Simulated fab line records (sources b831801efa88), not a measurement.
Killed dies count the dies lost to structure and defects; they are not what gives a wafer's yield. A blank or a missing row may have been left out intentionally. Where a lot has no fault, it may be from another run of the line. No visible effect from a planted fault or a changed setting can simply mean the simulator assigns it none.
A struck lot beside a sound one ; flow sfq line ; 42 out of 325 route steps
Sound: wafers L777.1, L777.5, L777.6. Struck: wafer L787.4. (L787.5 of the same lot was not struck and is left out.) The cause comes at the end.
Order at every step that has rows: each side's tool, ch and its chambers, its first start. Under that, the readings that differ: sound wafers ; struck wafers ; difference of the means ; sigmas: that difference in standard deviations of wafers without a fault.
alike: a reading whose means differ by less than 2 such deviations, as well as words and numbers matching on both sides. not compared: withheld readings; readings where some wafer has no value; bounds like >300 that might hide an equal value; numbers whose values overlap and for which the record gives no deviation.
The two part at a step that has a row with sigmas, a row that says differs or no value, or rows on one side only. When numbers do not overlap yet have no deviation, they are printed without sigmas and do not part them. Lack of a reading on every wafer of one side parts them only where that side has two or more wafers.

first, 6 steps without rows for these wafers: SFQ_TRILAYER_M0_LITHO_COAT_026 (resist thk 62 nm); SFQ_TRILAYER_M0_LITHO_COAT_021 (resist thk 600 nm); SFQ_TRILAYER_M0_LITHO_SOFTBAKE_025; SFQ_TRILAYER_M0_LITHO_EXPOSE_022 (exposes mask M0, target cd 500 nm); SFQ_TRILAYER_M0_LITHO_PEB_024 (peb time 60 s); SFQ_TRILAYER_M0_LITHO_DEVELOP_023 (time 60 s).
SFQ_M0_OVL_MEAS_906:
  sound on overlay-02, day 9 02:14; struck on overlay-01, day 11 07:22
  alike: M0_OVL
SFQ_TRILAYER_M0_BARC_OPEN_METAL_ETCH_031: etches BARC in O2, target depth 125 nm, time 41.7 s.
  sound on rie metal-04 ch 0,1, day 9 02:17; struck on rie metal-03 ch 1, day 11 07:24
  alike: drypump motor current A, oes product au, rf fwd power W
  not compared: rf hours counter h
then, 3 steps without rows for these wafers: SFQ_TRILAYER_M0_ETCH_METAL_ETCH_024 (etches Nb in Cl2/Ar, stops on SiO2, target depth 240 nm, time 120 s); SFQ_TRILAYER_M0_STRIP_STRIP_025 (strips in O2); SFQ_TRILAYER_M0_STRIP_SOLV_CLEAN_026 (cleans in NMP, time 600 s).
SFQ_TRILAYER_I0_DEP_PECVD_027: deposits SiO2 from SiH4/N2O, time 111.11 s, target thk 500 nm.
  sound on pecvd-02 ch 1,2, day 9 03:16; struck on pecvd-01 ch 2, day 11 08:23
reading;sound;struck;difference;sigmas
throttle valve pct (%);27.4 25.6 27.4;23.1;-3.7;-2
  alike: heater power w, rf fwd power W
SFQ_TRILAYER_I0_CMP_CMP_028: polishes SiO2.
  sound on cmp-02 ch 0,1, day 9 13:39; struck on cmp-02 ch 1, day 11 18:09
reading;sound;struck;difference;sigmas
time to endpoint s (s);200 199 210;165;-38;-4
model.SiO2_of_TRILAYER_I0_DEP_PECVD_027.thk nm (nm);198.5 196.9 199.8;248.6;+50.2;
  alike: motor current A
SFQ_I0_BOW_MEAS_907:
  sound on film metro-03, day 9 16:09; struck on film metro-04, day 11 20:13
reading;sound;struck;difference;sigmas
I0_BOW (um);-5 -3 5;14;+15;+2
SFQ_TRILAYER_I0_METRO_MEASURE_029:
  sound on film metro-03, day 9 16:16; struck on film metro-04, day 11 20:52
reading;sound;struck;difference;sigmas
thk nm (nm);198.5 196.8 199.9;248.7;+50.3;+39
then, 6 steps without rows for these wafers: SFQ_TRILAYER_I0_VIA_LITHO_COAT_036 (resist thk 62 nm); SFQ_TRILAYER_I0_VIA_LITHO_COAT_031 (resist thk 650 nm); SFQ_TRILAYER_I0_VIA_LITHO_SOFTBAKE_035; SFQ_TRILAYER_I0_VIA_LITHO_EXPOSE_032 (exposes mask I0, target cd 500 nm); SFQ_TRILAYER_I0_VIA_LITHO_PEB_034 (peb time 60 s); SFQ_TRILAYER_I0_VIA_LITHO_DEVELOP_033 (time 60 s).
SFQ_I0_OVL_MEAS_908:
  sound on overlay-02, day 11 07:48; struck on overlay-02, day 13 14:32
  alike: I0_OVL
SFQ_TRILAYER_I0_VIA_BARC_OPEN_VIA_ETCH_046: etches BARC in O2, target depth 125 nm, time 41.7 s.
  sound on rie diel-02 ch 0,1,2, day 11 07:50; struck on rie diel-04 ch 0, day 13 14:32
reading;sound;struck;difference;sigmas
drypump motor current A (A);5.6 6.1 5.9;5.0;-0.9;-3
  alike: oes product au, rf fwd power W
  not compared: rf hours counter h
SFQ_TRILAYER_I0_VIA_ETCH_VIA_ETCH_034: etches SiO2 in CHF3, stops on Nb, target depth 260 nm.
  sound on rie diel-02 ch 0,1,2, day 11 07:53; struck on rie diel-04 ch 0, day 13 14:35
reading;sound;struck;difference;sigmas
drypump motor current A (A);5.5 6.1 5.8;5.0;-0.8;-2
oes product au (a.u.);0.851 0.840 0.856;0.970;+0.121;+24
model.etch.depth nm (nm);198.5 196.9 199.8;248.6;+50.2;
model.I0.feature depth nm (nm);198.5 196.9 199.8;248.6;+50.2;
  alike: rf fwd power W
then, 2 steps without rows for these wafers: SFQ_TRILAYER_I0_VIA_STRIP_STRIP_035 (strips in O2); SFQ_TRILAYER_I0_VIA_STRIP_SOLV_CLEAN_036 (cleans in NMP, time 600 s).
SFQ_TRILAYER_M1_DEP_PRE_CLEAN_038: time 22.5 s.
  sound on pvd sputter-06, day 11 08:46; struck on pvd sputter-04, day 13 15:28
reading;sound;struck;difference;sigmas
model.SiO2_of_TRILAYER_I0_DEP_PECVD_027.thk nm (nm);191 189.4 192.3;241.1;+50.2;
then, 1 step without rows for these wafers: SFQ_TRILAYER_M1_DEP_SPUTTER_037 (material Nb, target thk 200 nm, time 133.3 s).
SFQ_M1_RS_MEAS_909: measurement is done with a four-point probe.
  sound on film metro-04, day 11 09:28; struck on film metro-02, day 13 15:39
  alike: M1_NB_RS
then, 6 steps without rows for these wafers: SFQ_TRILAYER_M1_LITHO_COAT_044 (resist thk 62 nm); SFQ_TRILAYER_M1_LITHO_COAT_039 (resist thk 600 nm); SFQ_TRILAYER_M1_LITHO_SOFTBAKE_043; SFQ_TRILAYER_M1_LITHO_EXPOSE_040 (exposes mask M1, target cd 500 nm); SFQ_TRILAYER_M1_LITHO_PEB_042 (peb time 60 s); SFQ_TRILAYER_M1_LITHO_DEVELOP_041 (time 60 s).
-- the record jumps here: 4 days lie between the struck wafers' starts before and after --
SFQ_M1_OVL_MEAS_911:
  sound on overlay-01, day 15 07:06; struck on overlay-02, day 18 00:45
  alike: M1_OVL
then, 1 step without rows for these wafers: SFQ_TRILAYER_M1_BARC_OPEN_METAL_ETCH_054 (etches BARC in O2, target depth 125 nm, time 41.7 s).
SFQ_TRILAYER_M1_ETCH_METAL_ETCH_042: etches Nb in Cl2/Ar, stops on SiO2, target depth 240 nm, time 120 s.
  sound on rie metal-02 ch 0,1, day 15 07:12; struck on rie metal-02 ch 1, day 18 00:52
reading;sound;struck;difference;sigmas
oes product au (a.u.);0.900 0.895 0.904;0.883;-0.017;-2
  alike: drypump motor current A, rf fwd power W
  not compared: rf hours counter h
SFQ_TRILAYER_M1_STRIP_STRIP_043: strips in O2.
  sound on rie metal-02 ch 0,1, day 15 07:19; struck on rie metal-02 ch 1, day 18 01:09
  alike: drypump motor current A, oes product au
  not compared: rf hours counter h
then, 2 steps without rows for these wafers: SFQ_TRILAYER_M1_STRIP_SOLV_CLEAN_044 (cleans in NMP, time 600 s); SFQ_TRILAYER_I1_DEP_PECVD_045 (deposits SiO2 from SiH4/N2O, time 111.11 s, target thk 500 nm).
-- the record jumps here: 74 days lie between the struck wafers' starts before and after --
SFQ_M8_BOW_MEAS_951:
  sound on film metro-03, day 86 19:05; struck on film metro-03, day 91 20:58
reading;sound;struck;difference;sigmas
model.etest.i0.link ohm;1.963 1.978 1.948;2.013;+0.050;
  alike: M8_BOW

== WHERE THEY PART ==
First at SFQ_TRILAYER_I0_DEP_PECVD_027; last, within this record, at SFQ_TRILAYER_M1_ETCH_METAL_ETCH_042. Later steps at which nothing parts them and some readings are alike: SFQ_TRILAYER_M1_STRIP_STRIP_043, SFQ_M8_BOW_MEAS_951.

WHY: what had been put in by the simulator
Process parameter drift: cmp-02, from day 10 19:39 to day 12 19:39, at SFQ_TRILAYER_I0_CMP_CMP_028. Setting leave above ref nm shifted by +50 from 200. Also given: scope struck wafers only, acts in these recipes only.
